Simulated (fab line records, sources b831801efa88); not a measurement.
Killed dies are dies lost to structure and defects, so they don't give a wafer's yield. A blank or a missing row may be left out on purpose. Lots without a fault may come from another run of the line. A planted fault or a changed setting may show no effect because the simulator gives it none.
A struck lot beside a sound one | flow gf180mcu | 16 steps out of a route of 602
Sound: wafers L745.1, L745.3, L745.4. Struck: wafers L756.2, L756.3. (L756.4 of the same lot was not struck and is left out.) The cause comes at the end.
At each step with rows: each side's tool, then ch and its chambers, then its first start. Under that, the readings that differ: sound wafers | struck wafers | difference of the means | sigmas: that difference in standard deviations of wafers without a fault.
alike: readings whose means differ by less than 2 such deviations, and words and numbers that are the same on both sides. not compared: withheld readings, readings that some wafer has no value for, bounds like >300 that may hide the same value, and numbers for which the record gives no deviation and whose values overlap.
The two part at a step that has a row with sigmas, a row that says differs or no value, or rows on one side only. Numbers that don't overlap but have no deviation are shown without sigmas and don't part them. A reading that every wafer of one side lacks parts them only if that side has two wafers or more.

first, 6 steps without rows for these wafers: GF_TOP_METAL_HMDS_08 (prime time 60 s); GF_TOP_METAL_COAT_09 (resist thk 1500 nm); GF_TOP_METAL_SOFTBAKE_10 (time 60 s); GF_TOP_METAL_EXPOSE_11 (exposes mask MetalTop, target cd 440 nm); GF_TOP_METAL_PEB_12; GF_TOP_METAL_DEVELOP_13 (develop time 60 s).
GF_TOP_METAL_CD_MEAS_14: target cd 440 nm.
  sound on cd_sem-02, day 30 11:22; struck on cd_sem-02, day 33 04:05
  alike: cd_nm
GF_TOP_METAL_OVL_MEAS_15:
  sound on overlay-02, day 30 11:29; struck on overlay-01, day 33 04:11
  alike: TOP_METAL_OVL
GF_TOP_METAL_METAL_ETCH_16: etches the open film in Cl2/BCl3, stops on SiO2, target depth 1197 nm, time 199.5 s.
  sound on rie_metal-03 ch 0,1, day 30 11:31; struck on rie_metal-04 ch 0,1, day 33 04:13
  alike: drypump_motor_current_A, oes_product_au, throttle_valve_pct
  not compared: rf_hours_counter_h
GF_TOP_METAL_STRIP_17: strips in O2/N2.
  sound on plasma_asher-03 ch 0,1, day 30 11:43; struck on plasma_asher-01 ch 0, day 33 04:25
  reading            | sound       | struck  | difference | sigmas
  heater_power_w (W) | 371 374 361 | 260 270 | -104       | -3
  alike: drypump_motor_current_A, oes_product_au, strip_time_to_endpoint_s
  not compared: rf_hours_counter_h
then, 2 steps without rows for these wafers: GF_TOP_METAL_STRIP_18 (strips in post etch residue remover, time 1200 s); GF_TOP_METAL_CLEAN_19 (cleans in DIW).
GF_PASSIVATION_CVD_00: deposits SiO2 from TEOS, target thk 1000 nm, time 111.95 s.
  sound on pecvd-02 ch 0,1, day 30 12:15; struck on pecvd-02 ch 0,1, day 33 04:57
  reading                                      | sound          | struck    | difference | sigmas
  model.SiO2_of_PASSIVATION_CVD_00.thk_nm (nm) | 1012 1002 1007 | 921 912.5 | -90        |
  alike: heater_power_w
  not compared: since_wet_clean_h
GF_PASSIVATION_THK_MEAS_01:
  sound on film_metro-01, day 30 12:20; struck on film_metro-01, day 33 05:02
  reading                     | sound          | struck  | difference | sigmas
  PASSIVATION_CVD_00_THK (nm) | 1012 1002 1008 | 920 913 | -91        | -9
GF_PASSIVATION_CVD_02: deposits Si3N4, target thk 700 nm, time 486.18 s.
  sound on pecvd-04 ch 0,2, day 30 12:23; struck on pecvd-03 ch 0,1, day 33 05:05
  alike: heater_power_w
  not compared: since_wet_clean_h
GF_PASSIVATION_PROBE_99:
  the record has rows for the struck wafers here (prober-02, day 33 23:09) and none for the sound ones

WHERE THEY PART
First at GF_TOP_METAL_STRIP_17; last, within this record, at GF_PASSIVATION_PROBE_99.

WHY: what the simulator had put in
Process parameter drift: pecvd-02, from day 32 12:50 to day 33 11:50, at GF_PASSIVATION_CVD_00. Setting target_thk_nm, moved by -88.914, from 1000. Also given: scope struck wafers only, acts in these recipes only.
